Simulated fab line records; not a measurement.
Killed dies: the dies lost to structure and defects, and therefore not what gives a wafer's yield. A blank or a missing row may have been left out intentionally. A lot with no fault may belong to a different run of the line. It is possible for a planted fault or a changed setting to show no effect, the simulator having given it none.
One fault seen from 2 desks | flow sky130 | each desk holds nothing but its own numbers, with what lay behind them at the end

## METROLOGY DESK
What the gauges read, lot by lot, whatever tool the lot ran on: means of the sampled wafers that have a number. Any lot whose mean is over 4 standard deviations away from the usual mean is out of limits and marked OUT; that distance is given in the brackets.
Columns: A = VIA3_HDPCVD_THK at SKY_VIA3_THK_MEAS_01, usual 1638 nm
lot  | first seen here | A
L895 | day 39 05:41    | 1650
L896 | day 39 17:06    | 1660
L897 | day 39 18:49    | 1656
L898 | day 39 21:53    | 1627
L899 | day 40 08:30    | 1655
L900 | day 41 02:56    | 1659
L905 | day 42 12:08    | 1470 (-8.4) OUT
L908 | day 42 19:16    | 1482 (-7.8) OUT
L911 | day 43 09:55    | 1663
L912 | day 43 16:16    | 1651
L918 | day 45 02:36    | 1653
Finding of this desk: L905, L908 out of limits, first seen on L905 at day 42 12:08 (VIA3_HDPCVD_THK at SKY_VIA3_THK_MEAS_01). L895, L896, L897, L898, L899, L900, L911, L912, L918: within limits.

## THE TOOL OWNER'S DESK: hdpcvd-01
The tool's own readings at SKY_VIA3_HDPCVD_00 (deposits SiO2, target thk 1635 nm, time 272.5 s): means of the sampled wafers that have a number, for each lot that ran on this tool. Any lot whose mean is over 4 standard deviations away from the usual mean is out of limits and marked OUT; that distance is given in the brackets.
Columns: A = runLengthS at SKY_VIA3_HDPCVD_00, usual 300.5 s
lot  | first seen here | A
L895 | day 39 05:30    | 300.3
L897 | day 39 18:39    | 300.8
L898 | day 39 21:43    | 300.0
L905 | day 42 11:57    | 275.4 (-45) OUT
L908 | day 42 19:04    | 275.1 (-45) OUT
This desk's verdict: out of limits on L905, L908, starting with L905 at day 42 11:57 (runLengthS at SKY_VIA3_HDPCVD_00). L895, L897, L898: within limits.

## BROUGHT TOGETHER
An alarm could have come from the tool owner's desk at day 42 11:57, on L905, L908.
L905, L908 would have let the metrology desk raise an alarm at day 42 12:08.
SKY_VIA3_HDPCVD_00 was run on hdpcvd-01 by each of the lots named.

## WHAT HAD BEEN PUT IN BY THE SIMULATOR
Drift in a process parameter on hdpcvd-01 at SKY_VIA3_HDPCVD_00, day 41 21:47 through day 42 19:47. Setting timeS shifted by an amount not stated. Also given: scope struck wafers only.
Lots struck among those shown: L905, L908.
Hours from the fault's start to each desk's first reading out of limits: the tool owner's desk, 14; the metrology desk, 14.
